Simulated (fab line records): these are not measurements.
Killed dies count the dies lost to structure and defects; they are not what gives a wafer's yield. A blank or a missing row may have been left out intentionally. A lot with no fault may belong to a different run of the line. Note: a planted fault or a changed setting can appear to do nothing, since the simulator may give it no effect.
fab line records	flow sky130
record lots=6	wafers=18	last-day=50
route steps=708 shown LI_CONTACT@385 LOCAL_INTERCONNECT@387 CONTACT@406 PAD_OPEN@708
lots untouched by any fault: they come from a run of this same line in which no faults occurred
start-h: start of the lot's first displayed wafer, in hours after the record's first day	wait-h: time in hours since the lot's previous step	" unchanged from the row above	L1.1+2: one row covering several wafers at once	- either no value or no given start	* or withheld: withheld	< > ~ a bound
route shown NAME@n: a module of which the file shows steps, and the number in the route of the first	usual: mean and standard deviation over wafers with no fault	same: alike in all rows	chamber/n: place in a boat	sites: readings site by site	_std_site: the values' standard deviation	_edge_site: outer sites' mean less inner sites'	radius-mm: for every site, how far away it sits from the centre of the wafer	mask NAME#n: copy n	behind: the most recent tool/chamber to have shaped the wafer	hold: what put the lot on hold/how long, in hours/how the hold closed	device: transistor that didn't switch, given as n, p or np	end of line: at the end of the route, the tests of the same wafers	a step without rows: its recipe alone	killed: dies lost to structure and defects at the first sort, not the wafer's yield	map: a wafer's dies, x killed, . not, _ none there
set.NAME: the setting the step ran with; set.NAME@STEP: the setting that earlier step ran with	model.NAME: the simulator's own value behind a step, which no gauge read
certain route steps with their lots: each step a table, each wafer a row
services: the hour from which a tool's chamber was out of use, counted from the record's first day as start-h (under 0 if before that day), plus the number of hours and why
## steps
# step SKY_LI_CONTACT_THK_MEAS_23
# recipe thk-meas-gauge=xrf	reads=W_of_LI_CONTACT_CVD_21
# usual LI_CONTACT_W_THK=385/4.3
lot.wafer	tool	chamber	start-h	wait-h	LI_CONTACT_W_THK[nm]
L954.2	film-metro-03	-	692.75	0.1	376
L954.3	"	-	"	"	386
L954.5	"	-	"	"	376
L956.3	film-metro-04	-	719.60	0.1	390
L956.5	"	-	"	"	393
L956.6	"	-	"	"	386
L957.1	film-metro-02	-	732.58	0.1	389
L957.2	"	-	"	"	387
L957.5	"	-	"	"	387
L967.4	film-metro-02	-	793.16	0.1	385
L967.5	"	-	"	"	384
L967.6	"	-	"	"	389
L969.1	film-metro-03	-	798.35	0.1	387
L969.4	"	-	"	"	389
L969.6	"	-	"	"	385
L976.1	film-metro-03	-	849.55	0.1	384
L976.3	"	-	"	"	385
L976.4	"	-	"	"	383
# step SKY_LI_CONTACT_CMP_24
# recipe stop-on=PSG	t-overpolish-s=20	down-force-psi=3.5	platen-rpm=60	target-thk-nm=0	pad-velocity-m-s=0.94248
# step SKY_LOCAL_INTERCONNECT_SPUTTER_00
# recipe material=TiN	target-thk-nm=100	temp-c=300	power-w=6500	time-s=84.43	chamber-pressure-pa=0.4
# usual throttle-valve-pct=29.8/1
lot.wafer	tool	chamber	start-h	wait-h	throttle-valve-pct
L954.2	pvd-sputter-04	-	693.10	0.1	29.4
L954.3	"	-	"	"	30.4
L954.5	"	-	"	"	29.1
L956.3	pvd-sputter-03	-	719.94	0.1	30.2
L956.5	"	-	"	"	30.1
L956.6	"	-	"	"	30.4
L957.1	pvd-sputter-01	-	732.94	0.1	30.2
L957.2	"	-	"	"	28.4
L957.5	"	-	"	"	30.4
L967.4	pvd-sputter-04	-	793.49	0.1	28.6
L967.5	"	-	"	"	29.4
L967.6	"	-	"	"	30.7
L969.1	pvd-sputter-04	-	798.71	0.2	28.4
L969.4	"	-	"	"	30.7
L969.6	"	-	"	"	28.5
L976.1	pvd-sputter-01	-	849.98	0.1	28.3
L976.3	"	-	"	"	28.8
L976.4	"	-	"	"	28.8
# step SKY_LOCAL_INTERCONNECT_RS_MEAS_01
# recipe thk-meas-gauge=four-point-probe	reads=TiN_of_LOCAL_INTERCONNECT_SPUTTER_00
# usual LOCAL_INTERCONNECT_TIN_RS=13.95/0.16
lot.wafer	tool	chamber	start-h	wait-h	LOCAL_INTERCONNECT_TIN_RS[ohm/sq]
L954.2	film-metro-01	-	693.19	0.1	13.82
L954.3	"	-	"	"	13.59
L954.5	"	-	"	"	13.78
L956.3	film-metro-01	-	720.04	0.1	14.04
L956.5	"	-	"	"	14.03
L956.6	"	-	"	"	13.96
L957.1	film-metro-01	-	733.00	0.0	13.74
L957.2	"	-	"	"	13.98
L957.5	"	-	"	"	13.70
L967.4	film-metro-04	-	793.61	0.1	14.14
L967.5	"	-	"	"	14.08
L967.6	"	-	"	"	14.05
L969.1	film-metro-04	-	798.78	0.0	13.97
L969.4	"	-	"	"	13.84
L969.6	"	-	"	"	14.08
L976.1	film-metro-01	-	850.04	0.0	13.80
L976.3	"	-	"	"	13.81
L976.4	"	-	"	"	13.57
# step SKY_LOCAL_INTERCONNECT_THK_MEAS_02
# recipe thk-meas-gauge=xrf	reads=TiN_of_LOCAL_INTERCONNECT_SPUTTER_00
# usual LOCAL_INTERCONNECT_TIN_THK=101.8/1.3
lot.wafer	tool	chamber	start-h	wait-h	LOCAL_INTERCONNECT_TIN_THK[nm]
L954.2	film-metro-01	-	693.30	0.1	102.0
L954.3	"	-	"	"	104.1
L954.5	"	-	"	"	102.4
L956.3	film-metro-01	-	720.14	0.1	101.2
L956.5	"	-	"	"	100.5
L956.6	"	-	"	"	101.1
L957.1	film-metro-01	-	733.12	0.1	103.2
L957.2	"	-	"	"	101.0
L957.5	"	-	"	"	103.0
L967.4	film-metro-04	-	793.70	0.1	101.2
L967.5	"	-	"	"	101.7
L967.6	"	-	"	"	102.0
L969.1	film-metro-04	-	798.90	0.1	102.6
L969.4	"	-	"	"	103.4
L969.6	"	-	"	"	102.3
L976.1	film-metro-01	-	850.16	0.1	102.3
L976.3	"	-	"	"	101.9
L976.4	"	-	"	"	104.1
# step SKY_LOCAL_INTERCONNECT_DEHYDRATE_03
# recipe temp-c=200	time-s=60
# step SKY_LOCAL_INTERCONNECT_HMDS_04
# recipe prime-time-s=60	prime-temp-c=120
# step SKY_LOCAL_INTERCONNECT_COAT_05
# recipe resist=BARC	temp-c=withheld	time-s=withheld	spin-rpm=3000	resist-thk-nm=60
# step SKY_LOCAL_INTERCONNECT_COAT_06
# recipe resist=KrF-thick	spin-rpm=3000	resist-thk-nm=450
# step SKY_LOCAL_INTERCONNECT_SOFTBAKE_07
# recipe temp-c=100	time-s=90	resist=KrF-thick
# step SKY_LOCAL_INTERCONNECT_EXPOSE_08
# recipe mask-id=LI1M	na=0.8	source-shape=annular	sigma-inner=0.55	sigma-outer=0.85	target-cd-nm=170	dose-mj=28
# step SKY_LOCAL_INTERCONNECT_PEB_09
# recipe peb-temp-c=withheld	peb-time-s=withheld	resist=KrF-thick
# step SKY_LOCAL_INTERCONNECT_DEVELOP_10
# recipe develop-time-s=60	resist=KrF-thick	dev-temp-c=21
lot.wafer	tool	chamber	start-h	wait-h
L954.2+3+5	litho-track-01	0	720	-
L956.3+5+6	litho-track-03	0	746	-
L957.1+2+5	litho-track-02	0	759	-
L967.4+5+6	litho-track-02	0	820	-
L969.1+4+6	litho-track-02	0	825	-
L976.1+3+4	litho-track-01	0	876	-
# step SKY_LOCAL_INTERCONNECT_OVL_MEAS_12
# usual LOCAL_INTERCONNECT_OVL=0/4.9
lot.wafer	tool	chamber	start-h	wait-h	LOCAL_INTERCONNECT_OVL[nm]
L954.2	overlay-01	-	721.23	0.1	5
L954.3	"	-	"	"	-2
L954.5	"	-	"	"	2
L956.3	overlay-01	-	746.68	0.1	3
L956.5	"	-	"	"	3
L956.6	"	-	"	"	0
L957.1	overlay-02	-	759.39	0.1	13
L957.2	"	-	"	"	5
L957.5	"	-	"	"	10
L967.4	overlay-01	-	820.36	0.1	1
L967.5	"	-	"	"	7
L967.6	"	-	"	"	1
L969.1	overlay-02	-	825.89	0.1	1
L969.4	"	-	"	"	4
L969.6	"	-	"	"	-5
L976.1	overlay-01	-	876.62	0.1	0
L976.3	"	-	"	"	-3
L976.4	"	-	"	"	-2
# step SKY_LOCAL_INTERCONNECT_ETCH_13
# recipe chemistry=N2/H2	target=BARC	ion-energy-ev=200	bias-w=100	pressure-mtorr=30	n2-flow-sccm=100	h2-flow-sccm=200	icp-w=500	stop-on=SiO2	time-s=45.9	target-depth-a=600
# usual drypump-motor-current-A=6.1/0.43	oes-product-au=0.854/0.0046	throttle-valve-pct=13.224/0.0095
lot.wafer	tool	chamber	start-h	wait-h	drypump-motor-current-A	oes-product-au	rf-hours-counter-h	throttle-valve-pct
L954.2	rie-metal-03	0	721.26	0.0	6.2	0.847	11	13.223
L954.3	"	1	"	"	5.1	0.856	-	13.220
L954.5	"	1	"	"	5.1	0.852	-	13.212
L956.3	rie-metal-01	0	746.72	0.0	6.4	0.847	-	13.238
L956.5	"	0	"	"	6.4	0.862	-	13.226
L956.6	"	1	"	"	5.8	0.851	-	13.213
L957.1	rie-metal-01	0	759.43	0.0	6.4	0.849	5	13.223
L957.2	"	1	"	"	5.8	0.854	9	13.224
L957.5	"	1	"	"	5.8	0.857	-	13.237
L967.4	rie-metal-01	1	820.40	0.0	5.8	0.860	-	13.209
L967.5	"	1	"	"	5.7	0.858	-	13.226
L967.6	"	0	"	"	6.4	0.851	-	13.224
L969.1	rie-metal-01	1	825.93	0.0	5.8	0.851	11	13.228
L969.4	"	0	"	"	6.4	0.854	-	13.218
L969.6	"	1	"	"	5.8	0.854	-	13.241
L976.1	rie-metal-02	1	876.66	0.0	6.3	0.853	5	13.213
L976.3	"	0	"	"	6.6	0.851	-	13.231
L976.4	"	1	"	"	6.3	0.863	-	13.234
# step SKY_LOCAL_INTERCONNECT_METAL_ETCH_14
# recipe target-depth-nm=110	stop-on=PSG	chemistry=Cl2/BCl3	target=TiN	resist-sidewall-deg=88	pressure-mtorr=10	icp-w=900	bias-w=48.5	Cl2_flow_sccm=60	bcl3-flow-sccm=30	time-s=31.4
# usual bcl3-flow-sccm=29.99/0.089	drypump-motor-current-A=6.1/0.44	mfc-cl2-sccm=60.03/0.17	oes-product-au=0.948/0.0075	throttle-valve-pct=21.896/0.01
lot.wafer	tool	chamber	start-h	wait-h	bcl3-flow-sccm	drypump-motor-current-A	mfc-cl2-sccm	oes-product-au	rf-hours-counter-h	throttle-valve-pct
L954.2	rie-metal-03	0	721.32	0.0	30.07	6.2	60.04	0.950	11	21.905
L954.3	"	1	"	"	29.90	5.1	59.70	0.962	-	21.891
L954.5	"	1	"	"	29.92	5.1	60.09	0.953	-	21.903
L956.3	rie-metal-01	0	746.78	0.0	29.95	6.4	60.22	0.947	-	21.916
L956.5	"	0	"	"	30.02	6.3	60.00	0.939	-	21.908
L956.6	"	1	"	"	30.01	5.7	60.15	0.952	-	21.886
L957.1	rie-metal-01	0	759.49	0.0	29.93	6.4	59.98	0.955	5	21.863
L957.2	"	1	"	"	29.85	5.7	60.11	0.945	9	21.907
L957.5	"	1	"	"	30.08	5.7	60.15	0.946	-	21.887
L967.4	rie-metal-01	1	820.46	0.0	30.03	5.7	60.30	0.942	-	21.905
L967.5	"	1	"	"	30.24	5.8	60.08	0.944	-	21.902
L967.6	"	0	"	"	29.88	6.4	60.13	0.950	-	21.906
L969.1	rie-metal-01	1	825.99	0.0	30.06	5.8	59.88	0.942	11	21.899
L969.4	"	0	"	"	29.90	6.4	60.16	0.947	-	21.893
L969.6	"	1	"	"	30.02	5.8	60.16	0.938	-	21.916
L976.1	rie-metal-02	1	876.72	0.0	30.07	6.3	60.13	0.956	5	21.902
L976.3	"	0	"	"	30.00	6.6	60.03	0.952	-	21.903
L976.4	"	1	"	"	30.25	6.3	59.65	0.957	-	21.886
# step SKY_LOCAL_INTERCONNECT_STRIP_15
# recipe chemistry=O2/N2	power-w=1400	pressure-mtorr=1500	platen-temp-c=withheld	o2-flow-sccm=3000	n2-flow-sccm=300	overash-fraction=0.5
# usual drypump-motor-current-A=5.5/0.5	oes-product-au=0.426/0.0049	strip-time-to-endpoint-s=4.708/0.024
lot.wafer	tool	chamber	start-h	wait-h	drypump-motor-current-A	oes-product-au	rf-hours-counter-h	strip-time-to-endpoint-s
L954.2	plasma-asher-04	1	721.37	0.0	5.5	0.425	95	4.727
L954.3	"	0	"	"	6.2	0.432	-	4.733
L954.5	"	0	"	"	6.2	0.426	-	4.741
L956.3	plasma-asher-04	1	746.85	0.1	5.5	0.417	-	4.684
L956.5	"	1	"	"	5.5	0.430	-	4.685
L956.6	"	0	"	"	6.2	0.420	-	4.707
L957.1	plasma-asher-01	0	759.54	0.0	5.6	0.426	33	4.701
L957.2	"	1	"	"	6.1	0.426	33	4.715
L957.5	"	0	"	"	5.6	0.432	-	4.727
L967.4	plasma-asher-02	1	820.52	0.1	4.7	0.429	-	4.680
L967.5	"	1	"	"	4.7	0.425	-	4.694
L967.6	"	0	"	"	5.3	0.431	-	4.676
L969.1	plasma-asher-04	1	826.04	0.0	5.5	0.423	105	4.699
L969.4	"	1	"	"	5.5	0.423	-	4.687
L969.6	"	1	"	"	5.5	0.430	-	4.707
L976.1	plasma-asher-02	0	876.77	0.0	5.2	0.426	13	4.718
L976.3	"	1	"	"	4.8	0.432	-	4.701
L976.4	"	0	"	"	5.2	0.418	-	4.714
# step SKY_LOCAL_INTERCONNECT_STRIP_16
# recipe chemistry=post-etch-residue-remover	time-s=1200	temp-c=72.5
# step SKY_LOCAL_INTERCONNECT_CLEAN_17
# recipe chemistry=IPA	time-s=180	temp-c=25
# step SKY_LOCAL_INTERCONNECT_CLEAN_18
# recipe chemistry=O3/DIW	dry=n2-spin
# step SKY_CONTACT_CVD_00
# recipe material=Si3N4	target-thk-nm=75	temp-c=400	time-s=withheld	rf-w=450
# step SKY_CONTACT_THK_MEAS_01
# recipe reads=Si3N4_of_CONTACT_CVD_00
# usual CONTACT_CVD_00_THK=74.8/0.96
lot.wafer	tool	chamber	start-h	wait-h	CONTACT_CVD_00_THK[nm]
L954.2	film-metro-03	-	722.05	-	73.0
L954.3	"	-	"	"	73.9
L954.5	"	-	"	"	74.3
L956.3	film-metro-01	-	747.49	-	72.4
L956.5	"	-	"	"	74.4
L956.6	"	-	"	"	75.5
L957.1	film-metro-01	-	760.17	-	73.1
L957.2	"	-	"	"	74.1
L957.5	"	-	"	"	75.5
L967.4	film-metro-02	-	821.15	-	76.3
L967.5	"	-	"	"	75.9
L967.6	"	-	"	"	75.5
L969.1	film-metro-03	-	826.67	-	75.0
L969.4	"	-	"	"	74.9
L969.6	"	-	"	"	76.1
L976.1	film-metro-01	-	877.41	-	75.2
L976.3	"	-	"	"	73.3
L976.4	"	-	"	"	75.6
# step SKY_CONTACT_HDPCVD_02
# recipe material=SiO2	target-thk-nm=565	sigma-open-frac=0.3	time-s=89.62	temp-c=600	sih4-flow-sccm=60	pressure-mtorr=6
# step SKY_CONTACT_THK_MEAS_03
# recipe reads=SiO2_of_CONTACT_HDPCVD_02
# usual CONTACT_HDPCVD_THK=535/6.3
lot.wafer	tool	chamber	start-h	wait-h	CONTACT_HDPCVD_THK[nm]
L954.2	film-metro-01	-	722.18	0.0	545
L954.3	"	-	"	"	542
L954.5	"	-	"	"	540
L956.3	film-metro-02	-	747.62	0.1	544
L956.5	"	-	"	"	535
L956.6	"	-	"	"	545
L957.1	film-metro-02	-	760.30	0.0	538
L957.2	"	-	"	"	542
L957.5	"	-	"	"	532
L967.4	film-metro-02	-	821.28	0.0	532
L967.5	"	-	"	"	535
L967.6	"	-	"	"	538
L969.1	film-metro-01	-	826.80	0.0	521
L969.4	"	-	"	"	525
L969.6	"	-	"	"	534
L976.1	film-metro-03	-	877.54	0.0	526
L976.3	"	-	"	"	522
L976.4	"	-	"	"	521
# step SKY_CONTACT_CMP_04
# recipe material=SiO2	down-force-psi=4	platen-rpm=60	pad-velocity-m-s=0.94248
# step SKY_CONTACT_BOW_MEAS_05
# recipe mode=bow
# usual CONTACT_BOW=81/7.6
lot.wafer	tool	chamber	start-h	wait-h	CONTACT_BOW[um]
L954.2	film-metro-03	-	722.55	0.2	95
L954.3	"	-	"	"	83
L954.5	"	-	"	"	98
L956.3	film-metro-02	-	748.04	0.2	88
L956.5	"	-	"	"	81
L956.6	"	-	"	"	69
L957.1	film-metro-02	-	760.66	0.1	73
L957.2	"	-	"	"	78
L957.5	"	-	"	"	63
L967.4	film-metro-01	-	821.67	0.3	67
L967.5	"	-	"	"	77
L967.6	"	-	"	"	88
L969.1	film-metro-01	-	827.16	0.1	75
L969.4	"	-	"	"	86
L969.6	"	-	"	"	82
L976.1	film-metro-03	-	877.99	0.1	78
L976.3	"	-	"	"	77
L976.4	"	-	"	"	84
# step SKY_CONTACT_DEHYDRATE_06
# recipe temp-c=200	time-s=60
# step SKY_CONTACT_HMDS_07
# recipe prime-time-s=60	prime-temp-c=120
# step SKY_CONTACT_COAT_08
# recipe resist=BARC	temp-c=withheld	time-s=withheld	spin-rpm=3000	resist-thk-nm=60
# step SKY_CONTACT_COAT_09
# recipe resist=KrF-thick	spin-rpm=3000	resist-thk-nm=450
# step SKY_CONTACT_SOFTBAKE_10
# recipe temp-c=100	time-s=90	resist=KrF-thick
# step SKY_CONTACT_EXPOSE_11
# recipe mask-id=CTM1	na=0.8	source-shape=annular	sigma-inner=0.55	sigma-outer=0.85	target-cd-nm=170	dose-mj=38
# step SKY_CONTACT_PEB_12
# recipe peb-temp-c=withheld	peb-time-s=withheld	resist=KrF-thick
# step SKY_CONTACT_DEVELOP_13
# recipe develop-time-s=60	resist=KrF-thick	dev-temp-c=21
# step SKY_CONTACT_CD_MEAS_14
# recipe target-cd-nm=170
# usual cd-nm=170.2/1.5
lot.wafer	tool	chamber	start-h	wait-h	cd-nm
L954.2	cd-sem-01	-	749.66	-	169.3
L954.3	"	-	"	"	170.0
L954.5	"	-	"	"	169.9
L956.3	cd-sem-01	-	774.02	-	166.7
L956.5	"	-	"	"	167.7
L956.6	"	-	"	"	166.5
L957.1	cd-sem-02	-	786.83	-	168.1
L957.2	"	-	"	"	168.6
L957.5	"	-	"	"	169.1
L967.4	cd-sem-01	-	847.85	-	170.2
L967.5	"	-	"	"	171.3
L967.6	"	-	"	"	170.4
L969.1	cd-sem-01	-	853.58	-	168.1
L969.4	"	-	"	"	169.5
L969.6	"	-	"	"	167.3
L976.1	cd-sem-02	-	903.14	-	171.4
L976.3	"	-	"	"	169.7
L976.4	"	-	"	"	170.5
# step SKY_CONTACT_OVL_MEAS_15
# usual CONTACT_OVL=3/6.2
lot.wafer	tool	chamber	start-h	wait-h	CONTACT_OVL[nm]
L954.2	overlay-02	-	749.77	0.1	4
L954.3	"	-	"	"	-1
L954.5	"	-	"	"	1
L956.3	overlay-01	-	774.12	0.1	1
L956.5	"	-	"	"	4
L956.6	"	-	"	"	2
L957.1	overlay-02	-	786.95	0.1	-1
L957.2	"	-	"	"	-1
L957.5	"	-	"	"	2
L967.4	overlay-02	-	847.93	0.1	-7
L967.5	"	-	"	"	-14
L967.6	"	-	"	"	-9
L969.1	overlay-01	-	853.70	0.1	-5
L969.4	"	-	"	"	1
L969.6	"	-	"	"	12
L976.1	overlay-02	-	903.26	0.1	8
L976.3	"	-	"	"	0
L976.4	"	-	"	"	8
# step SKY_CONTACT_ETCH_16
# recipe chemistry=N2/H2	target=BARC	ion-energy-ev=200	source-w=500	bias-w=100	pressure-mtorr=30	n2-flow-sccm=100	h2-flow-sccm=200	stop-on=SiO2	time-s=45.9	target-depth-a=600
# step SKY_CONTACT_ETCH_17
# recipe target=SiO2	chemistry=C4F8/O2/Ar	stop-on=Si3N4	mask-material=KrF-thick	source-w=1500	bias-w=1200	pressure-mtorr=40	c4f8-flow-sccm=withheld	O2_flow_sccm=6	Ar_flow_sccm=300	time-s=withheld	target-depth-a=3400
# usual oes-product-au=0.892/0.0049
lot.wafer	tool	chamber	start-h	wait-h	oes-product-au
L954.2	rie-diel-02	1	749.84	0.0	0.894
L954.3	"	3	"	"	0.890
L954.5	"	1	"	"	0.889
L956.3	rie-diel-02	0	774.18	0.0	0.897
L956.5	"	3	"	"	0.895
L956.6	"	0	"	"	0.900
L957.1	rie-diel-02	3	787.03	0.0	0.889
L957.2	"	1	"	"	0.900
L957.5	"	1	"	"	0.889
L967.4	rie-diel-01	0	847.99	0.0	0.889
L967.5	"	3	"	"	0.884
L967.6	"	0	"	"	0.890
L969.1	rie-diel-02	2	853.78	0.0	0.893
L969.4	"	3	"	"	0.886
L969.6	"	1	"	"	0.892
L976.1	rie-diel-01	3	903.34	0.0	0.886
L976.3	"	1	"	"	0.900
L976.4	"	0	"	"	0.891
# step SKY_CONTACT_ETCH_18
# recipe target=Si3N4	chemistry=CHF3/O2	stop-on=TiN	source-w=600	bias-w=200	pressure-mtorr=40	chf3-flow-sccm=50	O2_flow_sccm=5	time-s=39	target-depth-a=750
# step SKY_CONTACT_STRIP_19
# recipe chemistry=O2/N2	power-w=1400	pressure-mtorr=1500	platen-temp-c=withheld	o2-flow-sccm=3000	n2-flow-sccm=300	overash-fraction=0.5
# step SKY_CONTACT_STRIP_20
# recipe chemistry=post-etch-residue-remover	time-s=1200	temp-c=72.5
# step SKY_PAD_OPEN_PROBE_99
# usual killed_at_M0_to_M3=42/7.4	killed_at_M4_up=3.5/1.9	killed-at-contacts=24/5.2	killed-at-front-end=15/4.5	killed-at-other=0.2/0.53	killed-dies=85/9.8	killed-open=46/7.6	killed-short=39/6.5
# same gross-dies=492	killed-at-back-side=0
lot.wafer	tool	chamber	start-h	wait-h	killed_at_M0_to_M3	killed_at_M4_up	killed-at-contacts	killed-at-front-end	killed-at-other	killed-dies	killed-open	killed-short	model.etest.res-li.line-ohm-um
L954.2	prober-01	-	1085.30	0.1	38	2	39	15	0	94	58	36	74.2
L954.3	prober-01	-	1085.35	0.2	49	5	31	15	0	100	45	55	73.87
L954.5	prober-01	-	1085.45	0.2	37	3	23	18	0	81	42	39	74.74
L956.3	prober-02	-	1107.02	0.2	60	8	25	9	0	102	52	50	76.2
L956.5	prober-02	-	1107.12	0.2	41	7	22	11	1	82	44	38	76.39
L956.6	prober-02	-	1107.17	0.2	50	3	23	8	0	84	41	43	75.68
L957.1	prober-02	-	1116.74	0.1	38	3	25	18	0	84	35	49	75.04
L957.2	prober-02	-	1116.79	0.1	57	3	23	15	1	99	68	31	76.4
L957.5	prober-02	-	1116.94	0.2	37	0	32	17	0	86	51	35	74.67
L967.4	prober-01	-	1164.37	0.2	42	7	33	14	0	96	45	40	68.35
L967.5	prober-01	-	1164.42	0.2	34	6	23	18	0	81	34	42	68.59
L967.6	prober-01	-	1164.47	0.2	37	0	32	18	1	88	44	35	67.97
L969.1	prober-02	-	1167.62	0.1	49	5	25	18	0	97	53	34	67.41
L969.4	prober-02	-	1167.77	0.2	35	5	39	10	0	89	42	37	66.99
L969.6	prober-02	-	1167.87	0.2	43	6	31	11	0	91	46	33	68.8
L976.1	prober-01	-	1200.04	0.1	48	3	26	16	0	93	53	40	75.44
L976.3	prober-01	-	1200.14	0.2	49	1	25	22	0	97	51	46	75.84
L976.4	prober-01	-	1200.19	0.2	29	4	28	26	0	87	45	42	73.77
# killed by level:class
L954.2 CONTACT:geometric-particle:open=15 CONTACT:geometric-particle:short=10 POLY_GATE:geometric-particle:open=9 LI_CONTACT:geometric-particle:open=7 VIA1:geometric-particle:open=7 METAL1:geometric-particle:open=5 FIELD_ISO:geometric-particle:open=4 VIA3:geometric-particle:open=4
L954.3 VIA1:geometric-particle:open=11 CONTACT:geometric-particle:short=9 VIA1:geometric-particle:short=8 LI_CONTACT:geometric-particle:open=8 LOCAL_INTERCONNECT:geometric-particle:short=7 METAL1:geometric-particle:short=7 CONTACT:geometric-particle:open=6 VIA3:geometric-particle:open=6
L954.5 VIA1:geometric-particle:open=10 CONTACT:geometric-particle:open=7 VIA2:geometric-particle:open=7 POLY_GATE:geometric-particle:short=5 LI_CONTACT:geometric-particle:open=5 CONTACT:geometric-particle:short=5 FIELD_ISO:geometric-particle:open=4 METAL1:geometric-particle:short=4
L956.3 VIA1:geometric-particle:open=12 METAL1:geometric-particle:short=10 LI_CONTACT:geometric-particle:open=9 VIA2:geometric-particle:open=9 VIA3:geometric-particle:open=8 CONTACT:geometric-particle:short=7 METAL4:geometric-particle:short=7 CONTACT:geometric-particle:open=6
L956.5 VIA1:geometric-particle:open=12 CONTACT:geometric-particle:open=8 VIA1:geometric-particle:short=6 VIA2:geometric-particle:open=5 FIELD_ISO:geometric-particle:open=4 LI_CONTACT:geometric-particle:short=4 VIA3:geometric-particle:open=4 METAL4:geometric-particle:short=4
L956.6 VIA1:geometric-particle:open=11 CONTACT:geometric-particle:open=8 METAL1:geometric-particle:short=7 LI_CONTACT:geometric-particle:open=6 VIA2:geometric-particle:open=6 VIA1:geometric-particle:short=6 VIA3:geometric-particle:open=5 METAL2:geometric-particle:short=5
L957.1 CONTACT:geometric-particle:open=8 METAL1:geometric-particle:short=6 CONTACT:geometric-particle:short=5 VIA1:geometric-particle:short=5 VIA3:geometric-particle:open=5 FIELD_ISO:geometric-particle:short=4 POLY_GATE:geometric-particle:short=4 LI_CONTACT:geometric-particle:open=4
L957.2 VIA1:geometric-particle:open=20 CONTACT:geometric-particle:open=10 VIA3:geometric-particle:open=10 METAL1:geometric-particle:short=7 VIA2:geometric-particle:open=6 METAL2:geometric-particle:short=5 POLY_GATE:geometric-particle:open=5 LI_CONTACT:geometric-particle:open=5
L957.5 CONTACT:geometric-particle:open=13 VIA2:geometric-particle:open=9 VIA1:geometric-particle:open=8 LOCAL_INTERCONNECT:geometric-particle:short=7 CONTACT:geometric-particle:short=5 VIA3:geometric-particle:open=5 FIELD_ISO:geometric-particle:open=4 LI_CONTACT:geometric-particle:open=4
L967.4 LOCAL_INTERCONNECT:area-develop=11 CONTACT:geometric-particle:open=10 METAL2:geometric-particle:short=6 VIA1:geometric-particle:open=6 METAL4:geometric-particle:short=6 LI_CONTACT:geometric-particle:open=5 VIA2:geometric-particle:short=5 VIA2:geometric-particle:open=5
L967.5 FIELD_ISO:geometric-particle:open=6 VIA1:geometric-particle:open=6 CONTACT:geometric-particle:short=6 METAL4:geometric-particle:short=5 METAL1:geometric-particle:short=5 VIA2:geometric-particle:open=5 LOCAL_INTERCONNECT:area-develop=5 FIELD_ISO:geometric-particle:short=4
L967.6 VIA1:geometric-particle:open=17 CONTACT:geometric-particle:open=9 LOCAL_INTERCONNECT:area-develop=9 LI_CONTACT:geometric-particle:short=6 POLY_GATE:geometric-particle:open=5 METAL1:geometric-particle:short=5 VIA1:geometric-particle:short=5 FIELD_ISO:geometric-particle:short=4
L969.1 VIA1:geometric-particle:open=13 LOCAL_INTERCONNECT:area-develop=10 METAL1:geometric-particle:short=8 VIA2:geometric-particle:open=8 FIELD_ISO:geometric-particle:short=6 VIA3:geometric-particle:open=6 LI_CONTACT:geometric-particle:open=6 CONTACT:geometric-particle:open=5
L969.4 CONTACT:geometric-particle:open=10 LOCAL_INTERCONNECT:area-develop=10 VIA3:geometric-particle:open=8 LI_CONTACT:geometric-particle:open=7 METAL1:geometric-particle:short=7 CONTACT:geometric-particle:short=6 METAL2:geometric-particle:short=5 LOCAL_INTERCONNECT:geometric-particle:short=4
L969.6 VIA2:geometric-particle:open=12 LOCAL_INTERCONNECT:area-develop=12 CONTACT:geometric-particle:open=9 VIA1:geometric-particle:open=7 METAL1:geometric-particle:short=6 VIA3:geometric-particle:open=6 LI_CONTACT:geometric-particle:open=4 LI_CONTACT:geometric-particle:short=4
L976.1 LI_CONTACT:geometric-particle:open=13 VIA1:geometric-particle:open=12 CONTACT:geometric-particle:open=7 METAL1:geometric-particle:short=7 VIA2:geometric-particle:open=6 VIA3:geometric-particle:open=5 VIA1:geometric-particle:short=4 VIA3:geometric-particle:short=4
L976.3 CONTACT:geometric-particle:open=10 VIA1:geometric-particle:short=9 VIA2:geometric-particle:open=8 VIA1:geometric-particle:open=8 POLY_GATE:geometric-particle:short=7 VIA3:geometric-particle:open=7 POLY_GATE:geometric-particle:open=5 LI_CONTACT:geometric-particle:open=5
L976.4 CONTACT:geometric-particle:open=12 FIELD_ISO:geometric-particle:open=9 FIELD_ISO:geometric-particle:short=8 LOCAL_INTERCONNECT:geometric-particle:short=6 LI_CONTACT:geometric-particle:open=6 METAL3:geometric-particle:short=6 POLY_GATE:geometric-particle:open=4 METAL1:geometric-particle:short=4
## services
tool	chamber	start-h	hours	kind
pvd-sputter-03	-	692.26	12.8	repair
rie-metal-02	-	695.77	2.8	pm
plasma-asher-02	-	724.21	1.7	repair
rie-metal-02	0	731.47	3.8	repair
plasma-asher-02	-	733.75	9.0	pm
pvd-sputter-04	1	749.36	-	consumable-replace:kit
pvd-sputter-04	1	749.36	18.0	scheduled-down
pvd-sputter-04	1	749.36	18.0	vent-cycle
rie-diel-01	0	750.53	21.5	repair
pvd-sputter-04	-	751.19	0.6	repair
rie-diel-01	1	777.65	9.1	repair
rie-diel-02	-	801.30	2.8	pm
pvd-sputter-03	-	816.49	2.2	repair
rie-diel-02	0	832.33	25.1	repair
rie-metal-03	-	837.12	0.4	repair
rie-metal-03	1	840.36	15.6	repair
rie-metal-01	-	847.73	0.4	repair
rie-metal-03	-	861.10	0.4	repair
rie-diel-02	0	862.49	3.1	repair
rie-diel-01	2	881.17	4.6	repair
plasma-asher-01	-	885.88	12.9	repair
pvd-sputter-04	0	902.14	-	consumable-replace:kit
pvd-sputter-04	0	902.14	18.0	scheduled-down
pvd-sputter-04	0	902.14	18.0	vent-cycle
## key
first-sign none at tools or gauges
model-effect step=SKY_PAD_OPEN_PROBE_99	value=etest.res-li.line-ohm-um	without=75.78	struck=68.02
met-at SKY_LOCAL_INTERCONNECT_DEVELOP_10
struck-wafers L967.4,L967.5,L967.6,L969.1,L969.4,L969.6
tester-left-out L967,L969
onset-between 759 820
also-fits SKY_LOCAL_INTERCONNECT_SPUTTER_00:pvd-sputter-04,SKY_LOCAL_INTERCONNECT_ETCH_13:rie-metal-01,SKY_LOCAL_INTERCONNECT_METAL_ETCH_14:rie-metal-01
fault kind=process-parameter-drift	tool=litho-track-02	chamber=-	onset-h=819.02	steps=SKY_LOCAL_INTERCONNECT_DEVELOP_10	channel=develop-time-s	offset=*	shape=step	end-h=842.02	acts-in=*	stated=*
# tester-left-out: of these lots the tester's yield and bins aren't shown, on N5 and GAA mostly nor the transistor test; their killed dies are dies lost to structure and defects alone, not to doping, threshold or leakage, so they don't give the yield
